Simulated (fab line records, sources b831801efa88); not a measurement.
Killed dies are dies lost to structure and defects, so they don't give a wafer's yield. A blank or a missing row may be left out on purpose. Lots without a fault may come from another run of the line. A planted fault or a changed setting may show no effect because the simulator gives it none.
Chamber matching | flow sky130 | SKY_VIA2_ETCH_14 on rie_diel-01: 4 sister chambers
The step etches BARC in N2/H2, stops on SiO2, time 45.9 s, target depth 60 nm. 14 wafers are shown with their chamber, then 7 later ones without.

WAFERS WITH THEIR CHAMBER
wafer  | chamber | drypump_motor_current_A (A) | oes_product_au (a.u.) | throttle_valve_pct (%)
L077.2 | 0       | 5.6                         | 0.843                 | 13.221
L077.3 | 2       | 5.8                         | 0.854                 | 13.219
L077.6 | 0       | 5.6                         | 0.854                 | 13.233
L079.3 | 1       | 4.8                         | 0.857                 | 13.226
L079.4 | 2       | 5.8                         | 0.853                 | 13.224
L079.5 | 1       | 4.7                         | 0.856                 | 13.209
L081.2 | 3       | 5.4                         | 0.855                 | 13.229
L081.3 | 1       | 4.8                         | 0.859                 | 13.237
L081.6 | 2       | 5.8                         | 0.848                 | 13.213
L085.2 | 1       | 4.8                         | 0.857                 | 13.216
L085.3 | 3       | 5.5                         | 0.857                 | 13.220
L085.6 | 2       | 5.8                         | 0.856                 | 13.221
L087.2 | 3       | 5.5                         | 0.861                 | 13.225
L087.5 | 2       | 5.8                         | 0.863                 | 13.212

SIGNATURES (means of the wafers above)
reading                 | chamber 0 | chamber 1 | chamber 2 | chamber 3 | scatter within a chamber
drypump_motor_current_A | 5.600     | 4.775     | 5.800     | 5.467     | 0.0376
oes_product_au          | 0.84850   | 0.85725   | 0.85480   | 0.85767   | 0.0045
throttle_valve_pct      | 13.22700  | 13.22200  | 13.21780  | 13.22467  | 0.00816
Rule: a wafer's distance from a chamber is the root of the sum, over the readings, of the square of ((its reading less the chamber's mean) divided by the reading's scatter). The wafer belongs to the nearest chamber; if the next one is less than 2 further off, it can't be placed. The scatter: the root of (the sum of the squares of (reading less its chamber's mean) over the shown wafers, divided by (wafers less chambers)).

WAFERS WITHOUT THEIR CHAMBER
wafer  | drypump_motor_current_A (A) | oes_product_au (a.u.) | throttle_valve_pct (%)
L087.6 | 5.5                         | 0.860                 | 13.224
L091.1 | 5.6                         | 0.852                 | 13.224
L091.4 | 5.5                         | 0.852                 | 13.217
L091.5 | 5.5                         | 0.851                 | 13.231
L093.1 | 4.8                         | 0.859                 | 13.232
L093.4 | 5.7                         | 0.860                 | 13.222
L093.5 | 5.8                         | 0.843                 | 13.230

WHICH CHAMBER EACH WENT THROUGH
wafer  | from the rows above     | in truth
L087.6 | 3                       | 3
L091.1 | 0                       | 0
L091.4 | can't be placed: 3 or 0 | 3
L091.5 | can't be placed: 3 or 0 | 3
L093.1 | 1                       | 1
L093.4 | can't be placed: 2 or 0 | 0
L093.5 | 2                       | 2
Placed correctly: 4 of 7. Can't be placed from these rows: 3 (the true chamber is among the candidates in 3). Placed wrongly: 0.
